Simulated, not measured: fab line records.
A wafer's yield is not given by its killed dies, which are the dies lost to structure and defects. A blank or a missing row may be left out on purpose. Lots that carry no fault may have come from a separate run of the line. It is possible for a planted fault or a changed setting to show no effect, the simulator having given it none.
fab line records	flow sky130
record: lots: 5	wafers: 15	last-day: 50
route steps=708 shown GATE_OXIDE@192 POLY_GATE@204 RES_PROTECT@206 PAD_OPEN@708
lots with no fault: from the same line, run without faults
start-h: the number of hours between the record's first day and the start of the first shown wafer of the lot	wait-h: hours since the lot's step before	" same as the row above	L1.1+2: a single row standing in for several wafers	- no value, or no start given	* or withheld: withheld	< > ~ a bound
route shown NAME@n: NAME is a module with steps in the file, n the number in the route of the first one	usual: the fault-free wafers' mean and standard deviation	same: alike in all rows	chamber/n: place in a boat	sites: per-site readings	_std_site: the standard deviation of these	_edge_site: the outer-site mean with the inner-site mean subtracted	radius-mm: how far each site lies from the wafer's centre	mask NAME#n: copy n	behind: the most recent tool/chamber to have shaped the wafer	hold: the reason the lot was held/the length of the hold in hours/how it ended	device: which transistor (n, p or np) failed to switch	end of line: the tests these same wafers got at the end of their route	where a step has no rows: the recipe by itself	killed: dies lost to structure and defects at the first sort, not the wafer's yield	map: dies across one wafer; x = killed, . = not, _ = none there
set.NAME: the setting as run; set.NAME@STEP: as run at that earlier step	model.NAME: the simulator's own value behind a step, which no gauge read
lots at some steps of the route; a table a step, a row a wafer
services: when a tool's chamber went out of use (start-h, in hours from the record's first day, below 0 if earlier), for how many hours, and the reason
== steps ==
step: SKY_GATE_OXIDE_COAT_05
recipe: resist: NOVOLAK	spin-rpm: 3000	resist-thk-nm: 1140
step: SKY_GATE_OXIDE_SOFTBAKE_06
recipe: temp-c: 90	time-s: 60	resist: NOVOLAK
step: SKY_GATE_OXIDE_EXPOSE_07
recipe: mask-id: LVOM	na: 0.6	source-shape: conventional	sigma-outer: 0.6	polarization: unpolarized	target-cd-nm: 600	dose-mj: 170
step: SKY_GATE_OXIDE_PEB_08
recipe: temp-c: withheld	time-s: *	resist: NOVOLAK
step: SKY_GATE_OXIDE_DEVELOP_09
recipe: resist: NOVOLAK	developer: TMAH	develop-time-s: 60	dev-temp-c: 23
step: SKY_GATE_OXIDE_IMPLANT_11
recipe: species: B	energy-kev: 10	dose-cm2: 2.6e+12	tilt-deg: withheld
step: SKY_GATE_OXIDE_WET_ETCH_12
recipe: chemistry: dHF	target-depth-nm: 16.8	dry: n2-spin	target: SiO2	dilution: 100:1	temp-c: 25	time-s: 336
step: SKY_GATE_OXIDE_STRIP_13
recipe: chemistry: O2/N2	power-w: 1400	pressure-mtorr: 1500	platen-temp-c: withheld	o2-flow-sccm: 3000	n2-flow-sccm: 300	overash-fraction: 0.5
step: SKY_GATE_OXIDE_CLEAN_15
recipe: chemistry: SC1/SC2	mix: 1:4:20	temp-c: 70	time-s: 150	dry: n2-spin
step: SKY_GATE_OXIDE_OXIDATION_16
recipe: temp-c: 800	ambient: O2	idle-temp-c: 700	ramp-up-c-per-min: 10	ramp-down-c-per-min: 3	stabilise-s: 600	purge-s: 300	target-thk-a: 35.7	ox-time-s: 1915
step: SKY_POLY_GATE_CVD_00
recipe: material: poly-Si	target-thk-nm: 180	temp-c: 620	time-s: 720	pressure-mtorr: 200
usual: spike-tc-centre-C: 620.4/1.3	spike-tc-upper-C: 619.7/1.8	susceptor-temp-C: 619.99/0.27
lot.wafer	tool	chamber	start-h	wait-h	spike-tc-centre-C	spike-tc-upper-C	susceptor-temp-C	model.poly-Si_of_POLY_GATE_CVD_00.thk-nm
L373.1	lpcvd-01	0	367.16	0.0	621.7	620.6	620.43	179.7
L373.3	"	0	"	"	621.2	620.3	620.63	180.6
L373.5	"	0	"	"	620.5	621.3	620.69	181.4
L376.1	lpcvd-01	1	415.92	0.0	617.9	617.0	620.01	146.5
L376.2	"	1	"	"	618.8	616.9	619.71	144.5
L376.4	"	1	"	"	619.4	618.3	620.06	146.9
L377.3	lpcvd-01	0	417.12	0.5	622.0	619.7	620.04	144.6
L377.5	"	0	"	"	621.3	619.2	619.75	144.3
L377.6	"	0	"	"	620.4	619.0	619.78	144.5
L378.2	lpcvd-01	0	417.12	0.5	620.1	622.2	620.29	144.5
L378.5	"	0	"	"	621.1	619.9	619.69	144.5
L378.6	"	0	"	"	620.6	621.5	620.15	144.4
L388.1	lpcvd-01	0	508.23	0.0	620.5	620.7	619.75	180.8
L388.4	"	0	"	"	621.5	620.8	619.77	182.7
L388.6	"	0	"	"	621.6	621.1	619.44	181.4
step: SKY_POLY_GATE_THK_MEAS_01
recipe: reads: poly-Si_of_POLY_GATE_CVD_00
usual: POLY_GATE_CVD_00_THK: 180.2/1.5
lot.wafer	tool	chamber	start-h	wait-h	POLY_GATE_CVD_00_THK[nm]
L373.1	film-metro-03	-	368.36	0.0	179.8
L373.3	"	-	"	"	180.7
L373.5	"	-	"	"	181.5
L376.1	film-metro-03	-	417.12	0.0	146.4
L376.2	"	-	"	"	144.4
L376.4	"	-	"	"	147.0
L378.2	film-metro-03	-	418.33	0.0	144.4
L378.5	"	-	"	"	144.5
L378.6	"	-	"	"	144.4
L377.3	film-metro-02	-	418.34	0.0	144.7
L377.5	"	-	"	"	144.2
L377.6	"	-	"	"	144.4
L388.1	film-metro-02	-	509.43	0.0	180.9
L388.4	"	-	"	"	182.7
L388.6	"	-	"	"	181.5
step: SKY_RES_PROTECT_DEHYDRATE_00
recipe: temp-c: 200	time-s: 60
step: SKY_RES_PROTECT_HMDS_01
recipe: prime-time-s: 60	prime-temp-c: 120
step: SKY_RES_PROTECT_COAT_02
recipe: resist: NOVOLAK	spin-rpm: 3000	resist-thk-nm: 1140
step: SKY_RES_PROTECT_SOFTBAKE_03
recipe: temp-c: 90	time-s: 60	resist: NOVOLAK
step: SKY_RES_PROTECT_EXPOSE_04
recipe: mask-id: RPM	na: 0.6	source-shape: conventional	sigma-outer: 0.6	polarization: unpolarized	target-cd-nm: 1270	dose-mj: 131
step: SKY_RES_PROTECT_PEB_05
recipe: temp-c: withheld	time-s: *	resist: NOVOLAK
step: SKY_RES_PROTECT_DEVELOP_06
recipe: resist: NOVOLAK	developer: TMAH	develop-time-s: 60	dev-temp-c: 23
step: SKY_POLY_GATE_IMPLANT_02
recipe: species: P	energy-kev: 30	dose-cm2: 7.7e+15	tilt-deg: 0
step: SKY_RES_PROTECT_STRIP_07
recipe: chemistry: O2/N2	power-w: 1400	pressure-mtorr: 1500	platen-temp-c: withheld	o2-flow-sccm: 3000	n2-flow-sccm: 300	overash-fraction: 0.5
step: SKY_RES_PROTECT_CLEAN_09
recipe: chemistry: SC1/SC2	mix: 1:4:20	temp-c: 70	time-s: 150	dry: n2-spin
same: time-s: 150
lot.wafer	tool	chamber	start-h	wait-h	model.poly-Si_of_POLY_GATE_CVD_00.thk-nm
L373.1	wet-bench-02	2	396.78	0.1	179.1
L373.3	"	2	"	"	180
L373.5	"	2	"	"	180.8
L376.1	wet-bench-01	0	448.56	0.1	145.9
L376.2	"	0	"	"	143.9
L376.4	"	0	"	"	146.3
L377.3	wet-bench-04	0	450.38	0.0	144
L377.5	"	0	"	"	143.6
L377.6	"	0	"	"	143.8
L378.2+5	wet-bench-04	0	450.70	0.0	143.9
L378.6	"	0	"	"	143.7
L388.1	wet-bench-02	1	540.05	0.1	180.2
L388.4	"	1	"	"	182.1
L388.6	"	1	"	"	180.8
step: SKY_POLY_GATE_CVD_03
recipe: material: Si3N4	precursor: DCS/NH3	target-thk-nm: 75	temp-c: 770	time-s: 1290	pressure-mtorr: 250
step: SKY_POLY_GATE_DEHYDRATE_05
recipe: temp-c: 200	time-s: 60
step: SKY_POLY_GATE_HMDS_06
recipe: prime-time-s: 60	prime-temp-c: 120
step: SKY_POLY_GATE_COAT_07
recipe: resist: BARC	temp-c: withheld	time-s: withheld	spin-rpm: 3000	resist-thk-nm: 110
step: SKY_POLY_GATE_COAT_08
recipe: resist: KrF-thick	spin-rpm: 3000	resist-thk-nm: 450
step: SKY_POLY_GATE_SOFTBAKE_09
recipe: temp-c: 100	time-s: 90	resist: KrF-thick
step: SKY_POLY_GATE_EXPOSE_10
recipe: mask-id: P1M	na: 0.68	source-shape: conventional	sigma-outer: 0.6	target-cd-nm: 150	dose-mj: 28
step: SKY_POLY_GATE_PEB_11
recipe: peb-temp-c: withheld	peb-time-s: withheld	resist: KrF-thick
step: SKY_POLY_GATE_DEVELOP_12
recipe: develop-time-s: 60	resist: KrF-thick	dev-temp-c: 21
step: SKY_POLY_GATE_ETCH_15
recipe: chemistry: N2/H2	target: BARC	ion-energy-ev: 200	source-w: 500	bias-w: 100	pressure-mtorr: 30	n2-flow-sccm: 100	h2-flow-sccm: 200	stop-on: SiO2	time-s: 118.5	target-depth-a: 1100
step: SKY_POLY_GATE_ETCH_16
recipe: stop-on: poly-Si	chemistry: CH3F/O2	target: Si3N4	source-w: 400	bias-w: 80	pressure-mtorr: 25	ch3f-flow-sccm: 40	O2_flow_sccm: 30	time-s: 147.5	target-depth-a: 750
step: SKY_POLY_GATE_ETCH_17
recipe: target-depth-nm: 180	stop-on: SiO2	over-etch-frac: 0.56667	chemistry: HBr/Cl2	target: poly-Si	icp-w: 400	bias-w: 100	pressure-mtorr: 10	HBr_flow_sccm: 150	Cl2_flow_sccm: 50	time-s: 70.5
usual: HBr_flow_sccm: 149.9/0.47	drypump-motor-current-A: 5.5/0.4	mfc-cl2-sccm: 50.01/0.15	oes-product-au: 0.990/0.0073	throttle-valve-pct: 33.686/0.0087
same: time-s: 70.5
lot.wafer	tool	chamber	start-h	wait-h	HBr_flow_sccm	drypump-motor-current-A	mfc-cl2-sccm	oes-product-au	rf-hours-counter-h	throttle-valve-pct	model.POLY_GATE.feature-depth-nm	model.etch.depth-nm
L373.1	rie-si-02	3	432.74	0.0	150.5	5.5	50.15	0.992	3	33.683	179.1	179.1
L373.3	"	2	"	"	150.5	5.6	50.04	0.991	1	33.688	180	180
L373.5	"	1	"	"	150.7	5.0	50.31	0.978	-	33.692	178.9	178.9
L376.1	rie-si-02	2	482.44	0.0	149.3	5.6	49.90	0.864	2	33.693	145.9	145.9
L376.2	"	1	"	"	150.0	5.0	49.79	0.847	6	33.682	143.9	143.9
L376.4	"	3	"	"	150.5	5.5	49.96	0.860	3	33.690	146.3	146.3
L377.3	rie-si-01	2	485.78	0.0	148.8	5.6	49.78	0.850	3	33.686	144	144
L377.5	"	1	"	"	149.4	6.0	50.33	0.848	-	33.681	143.6	143.6
L377.6	"	2	"	"	149.4	5.6	49.95	0.853	-	33.694	143.8	143.8
L378.2	rie-si-02	2	486.09	0.0	150.2	5.6	49.79	0.850	2	33.681	143.9	143.9
L378.5	"	2	"	"	150.4	5.6	49.71	0.857	-	33.697	143.9	143.9
L378.6	"	1	"	"	149.3	5.0	50.10	0.837	-	33.695	143.7	143.7
L388.1	rie-si-02	2	572.54	0.0	150.3	5.6	50.06	0.985	2	33.689	179.9	179.9
L388.4	"	1	"	"	149.8	5.1	50.14	0.992	6	33.689	177.8	177.8
L388.6	"	1	"	"	149.7	5.0	49.98	0.981	-	33.703	178.5	178.5
step: SKY_POLY_GATE_STRIP_18
recipe: chemistry: O2/N2	power-w: 1400	pressure-mtorr: 1500	platen-temp-c: withheld	o2-flow-sccm: 3000	n2-flow-sccm: 300	overash-fraction: 0.5
step: SKY_PAD_OPEN_PROBE_99
usual: killed_at_M0_to_M3: 43/7	killed_at_M4_up: 3.5/1.9	killed-at-contacts: 24/5.3	killed-at-front-end: 15/4.4	killed-at-other: 0.3/0.69	killed-dies: 87/9.7	killed-open: 48/7	killed-short: 39/6.4
same: gross-dies: 492	killed-at-back-side: 0
lot.wafer	tool	chamber	start-h	wait-h	killed_at_M0_to_M3	killed_at_M4_up	killed-at-contacts	killed-at-front-end	killed-at-other	killed-dies	killed-open	killed-short	model.etest.res-xhigh-po.line-ohm-um	model.etest.res-xhigh-po.rs-ohm-sq	model.etest.res-high-po.line-ohm-um	model.etest.tip-sonos.rs-ohm-sq	model.etest.res-poly.line-ohm-um	model.etest.res-high-po.rs-ohm-sq	model.etest.licon-high-po.rc-ohm	model.etest.res-poly.rs-ohm-sq
L373.1	prober-02	-	1121.30	0.1	43	3	21	15	0	82	41	41	5619	1969	752.2	2625	523	262.5	351	47.84
L373.3	prober-02	-	1121.40	0.2	34	5	26	11	0	76	40	36	5794	2006	758.1	2618	518.8	262.7	360.8	47.94
L373.5	prober-02	-	1121.50	0.2	28	3	16	10	0	57	33	24	6152	2102	765.9	2659	519	268.3	359.1	48.39
L376.1	prober-01	-	1146.38	0.1	51	8	18	18	2	97	48	47	5195	1813	816.7	2696	592.8	290	315.1	55.28
L376.2	prober-01	-	1146.43	0.1	46	10	21	16	1	94	49	44	5055	1811	809.3	2661	565.9	296.6	311.1	56.36
L376.4	prober-01	-	1146.53	0.2	44	5	17	20	1	87	38	48	5208	1819	818.6	2659	578.9	289.5	307.4	54.81
L377.3	prober-02	-	1152.85	0.2	45	3	21	22	0	91	51	40	5200	1809	860.9	2640	605	294.3	325.3	55.53
L377.5	prober-02	-	1152.95	0.2	46	0	38	17	1	102	55	45	5364	1892	865.6	2640	618	301.3	324.2	56.26
L377.6	prober-02	-	1153.00	0.2	46	2	21	13	0	82	41	41	5273	1860	862.7	2591	581.5	300	317.9	56.34
L378.2	prober-01	-	1154.42	0.1	54	4	25	13	0	96	53	42	5264	1833	858.2	2510	609.2	300.2	309.6	56.37
L378.5	prober-01	-	1154.57	0.2	56	4	24	16	0	100	61	38	5416	1890	869.2	2561	617.7	304.9	331.9	57.8
L378.6	prober-01	-	1154.62	0.2	55	3	17	14	0	89	52	36	5344	1846	867.8	2577	608	300.9	320	56.72
L388.1	prober-01	-	1199.89	0.1	42	6	24	8	0	80	41	39	5453	1904	729.6	2690	496.7	253.8	323	47.38
L388.4	prober-01	-	1200.04	0.2	44	2	24	12	0	82	44	38	5478	1932	715.2	2691	484.6	254.4	351.3	47.03
L388.6	prober-01	-	1200.14	0.2	32	2	21	9	0	64	37	27	5548	1956	731	2660	491.5	255.8	354.2	47.56
killed by level:class
L373.1 VIA1:geometric-particle:open=8 METAL2:geometric-particle:short=8 LOCAL_INTERCONNECT:geometric-particle:short=7 CONTACT:geometric-particle:open=7 VIA1:geometric-particle:short=6 VIA3:geometric-particle:open=6 POLY_GATE:geometric-particle:open=4 VIA2:geometric-particle:open=4
L373.3 CONTACT:geometric-particle:open=9 VIA1:geometric-particle:open=6 VIA2:geometric-particle:open=6 METAL2:geometric-particle:short=5 LOCAL_INTERCONNECT:geometric-particle:short=5 CONTACT:geometric-particle:short=5 VIA3:geometric-particle:open=5 FIELD_ISO:geometric-particle:open=4
L373.5 VIA1:geometric-particle:open=14 LI_CONTACT:geometric-particle:open=7 CONTACT:geometric-particle:open=5 FIELD_ISO:geometric-particle:short=4 METAL1:geometric-particle:short=3 METAL2:geometric-particle:short=3 POLY_GATE:geometric-particle:short=2 LI_CONTACT:geometric-particle:short=2
L376.1 VIA1:geometric-particle:open=12 METAL2:geometric-particle:short=9 VIA3:geometric-particle:open=8 METAL4:geometric-particle:short=6 LI_CONTACT:geometric-particle:open=6 VIA2:geometric-particle:open=6 POLY_GATE:geometric-particle:short=5 CONTACT:geometric-particle:open=5
L376.2 VIA3:geometric-particle:open=13 LI_CONTACT:geometric-particle:open=11 METAL2:geometric-particle:short=8 VIA2:geometric-particle:short=7 METAL4:geometric-particle:short=6 VIA1:geometric-particle:open=5 FIELD_ISO:geometric-particle:short=4 CONTACT:geometric-particle:open=4
L376.4 METAL1:geometric-particle:short=9 FIELD_ISO:geometric-particle:short=8 CONTACT:geometric-particle:open=7 VIA3:geometric-particle:open=7 VIA2:geometric-particle:open=6 SPACER:geometric-particle:short=4 LI_CONTACT:geometric-particle:open=4 CONTACT:geometric-particle:short=4
L377.3 VIA1:geometric-particle:open=12 CONTACT:geometric-particle:open=11 VIA1:geometric-particle:short=8 FIELD_ISO:geometric-particle:short=6 FIELD_ISO:geometric-particle:open=5 SPACER:geometric-particle:open=5 VIA2:geometric-particle:open=5 LI_CONTACT:geometric-particle:open=4
L377.5 CONTACT:geometric-particle:open=17 VIA1:geometric-particle:open=10 LI_CONTACT:geometric-particle:open=7 FIELD_ISO:geometric-particle:open=6 METAL1:geometric-particle:short=6 METAL2:geometric-particle:short=6 FIELD_ISO:geometric-particle:short=4 LI_CONTACT:geometric-particle:short=4
L377.6 LI_CONTACT:geometric-particle:open=8 VIA1:geometric-particle:open=8 CONTACT:geometric-particle:short=7 METAL1:geometric-particle:short=6 VIA2:geometric-particle:open=6 VIA3:geometric-particle:open=6 VIA1:geometric-particle:short=5 METAL2:geometric-particle:short=4
L378.2 VIA2:geometric-particle:open=11 VIA1:geometric-particle:open=11 CONTACT:geometric-particle:short=7 VIA1:geometric-particle:short=7 LI_CONTACT:geometric-particle:open=6 LOCAL_INTERCONNECT:geometric-particle:short=5 CONTACT:geometric-particle:open=5 METAL1:geometric-particle:short=5
L378.5 VIA1:geometric-particle:open=12 VIA3:geometric-particle:open=12 CONTACT:geometric-particle:open=11 METAL1:geometric-particle:short=7 METAL2:geometric-particle:short=6 VIA1:geometric-particle:short=6 VIA2:geometric-particle:open=6 FIELD_ISO:geometric-particle:open=4
L378.6 VIA1:geometric-particle:open=16 CONTACT:geometric-particle:open=9 VIA3:geometric-particle:open=7 VIA2:geometric-particle:open=6 VIA3:geometric-particle:short=6 METAL2:geometric-particle:short=4 METAL3:geometric-particle:short=4 FIELD_ISO:geometric-particle:open=3
L388.1 CONTACT:geometric-particle:open=9 VIA1:geometric-particle:open=8 VIA3:geometric-particle:open=7 VIA1:geometric-particle:short=6 CONTACT:geometric-particle:short=6 VIA2:geometric-particle:open=6 LOCAL_INTERCONNECT:geometric-particle:short=5 METAL2:geometric-particle:short=5
L388.4 CONTACT:geometric-particle:open=8 VIA2:geometric-particle:open=8 VIA1:geometric-particle:short=7 LI_CONTACT:geometric-particle:open=7 METAL1:geometric-particle:short=7 VIA3:geometric-particle:open=6 VIA1:geometric-particle:open=5 FIELD_ISO:geometric-particle:open=4
L388.6 VIA2:geometric-particle:open=7 CONTACT:geometric-particle:open=6 VIA3:geometric-particle:open=5 LI_CONTACT:geometric-particle:open=4 CONTACT:geometric-particle:short=4 METAL1:geometric-particle:short=4 VIA3:geometric-particle:short=4 VIA1:geometric-particle:open=4
== services ==
tool	chamber	start-h	hours	kind
wet-bench-04	-	387.68	4.8	repair
rie-si-01	1	429.01	-	clean
rie-si-01	1	429.01	22.1	scheduled-down
rie-si-01	1	429.01	22.1	vent-cycle
rie-si-02	0	441.75	10.8	repair
rie-si-01	-	442.02	2.8	pm
wet-bench-04	-	455.10	29.4	pm
lpcvd-01	-	484.32	0.4	repair
rie-si-02	-	497.27	0.3	repair
lpcvd-01	-	501.23	0.3	repair
wet-bench-02	-	520.35	1.9	pm
rie-si-01	1	554.32	13.5	repair
== key ==
first-sign: step: SKY_POLY_GATE_THK_MEAS_01	reading: POLY_GATE_CVD_00_THK	direction: down	sigmas: 24	usual: 180.2	struck: 144.9
effect: step: SKY_POLY_GATE_ETCH_17	reading: oes-product-au	direction: down	sigmas: 19	usual: 0.990	struck: 0.852
model-effect: step: SKY_POLY_GATE_CVD_00	value: poly-Si_of_POLY_GATE_CVD_00.thk-nm	without: 180.3	struck: 145
model-effect: step: SKY_RES_PROTECT_CLEAN_09	value: poly-Si_of_POLY_GATE_CVD_00.thk-nm	without: 179.6	struck: 144.3
model-effect: step: SKY_POLY_GATE_ETCH_17	value: POLY_GATE.feature-depth-nm	without: 178.3	struck: 144.3
model-effect: step: SKY_PAD_OPEN_PROBE_99	value: etest.res-xhigh-po.line-ohm-um	without: 5618	struck: 5258
met-at SKY_POLY_GATE_CVD_00
struck-wafers L376.1,L376.2,L376.4,L377.3,L377.5,L377.6,L378.2,L378.5,L378.6
tester-left-out L376,L377,L378
onset-between 367.16 415.92
fault: kind: process-parameter-drift	tool: lpcvd-01	chamber: -	onset-h: 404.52	steps: SKY_POLY_GATE_CVD_00	channel: target-thk-nm	offset: -35.288	shape: step	end-h: 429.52	stated: 180
tester-left-out: of these lots the tester's yield and bins aren't shown, on N5 and GAA mostly nor the transistor test; their killed dies are dies lost to structure and defects alone, not to doping, threshold or leakage, so they don't give the yield
